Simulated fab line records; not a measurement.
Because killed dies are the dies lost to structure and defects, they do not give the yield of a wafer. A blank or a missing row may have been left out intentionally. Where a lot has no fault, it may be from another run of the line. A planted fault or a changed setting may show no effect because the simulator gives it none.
Chamber matching / flow sky130 / SKY_VIA2_ETCH_15 on rieDiel-04 has 4 sister chambers
The step etches SiO2 in C4F8/O2/Ar, stops on TiN, target depth 546 nm, time 84 s. 4 wafers are shown with their chamber, then 10 later ones without.

== EACH WAFER AND ITS CHAMBER ==
wafer=L092.1; chamber=2; oesProductAu (a.u.)=0.944
wafer=L092.5; chamber=0; oesProductAu (a.u.)=0.942
wafer=L093.1; chamber=3; oesProductAu (a.u.)=0.941
wafer=L093.2; chamber=1; oesProductAu (a.u.)=0.936

== WAFERS WITH NO CHAMBER GIVEN ==
wafer=L093.3; oesProductAu (a.u.)=0.946
wafer=L095.1; oesProductAu (a.u.)=0.943
wafer=L095.2; oesProductAu (a.u.)=0.946
wafer=L095.3; oesProductAu (a.u.)=0.940
wafer=L095.4; oesProductAu (a.u.)=0.938
wafer=L095.5; oesProductAu (a.u.)=0.944
wafer=L095.6; oesProductAu (a.u.)=0.930
wafer=L097.2; oesProductAu (a.u.)=0.942
wafer=L097.4; oesProductAu (a.u.)=0.946
wafer=L097.6; oesProductAu (a.u.)=0.947

== EACH ONE'S CHAMBER ==
wafer=L093.3; from the rows above=can't be placed: 2 or 0 or 3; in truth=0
wafer=L095.1; from the rows above=can't be placed: 0 or 2 or 3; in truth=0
wafer=L095.2; from the rows above=can't be placed: 2 or 0 or 3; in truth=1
wafer=L095.3; from the rows above=can't be placed: 3 or 0 or 1 or 2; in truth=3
wafer=L095.4; from the rows above=can't be placed: 1 or 3 or 0 or 2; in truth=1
wafer=L095.5; from the rows above=can't be placed: 2 or 0 or 3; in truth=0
wafer=L095.6; from the rows above=can't be placed: 1 or 3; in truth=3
wafer=L097.2; from the rows above=can't be placed: 0 or 3 or 2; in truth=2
wafer=L097.4; from the rows above=can't be placed: 2 or 0 or 3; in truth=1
wafer=L097.6; from the rows above=can't be placed: 2 or 0 or 3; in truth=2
0 of 10 placed correctly. Cannot be placed on the basis of these rows: 10; the candidates contain the true chamber in 8. Wrongly placed: 0.
How it was worked out, from the rows above alone: a wafer's distance from a chamber is the root of the sum, over the readings, of the square of ((its reading less the chamber's mean) divided by the reading's scatter). If the next closest chamber is less than 2 further off than the closest, the wafer can't be placed; otherwise it belongs to the closest. A chamber's mean is the mean of its shown wafers. The scatter (one wafer shown for each chamber): square how far every hidden wafer sits from the nearest shown wafer, average those squares and take the square root.
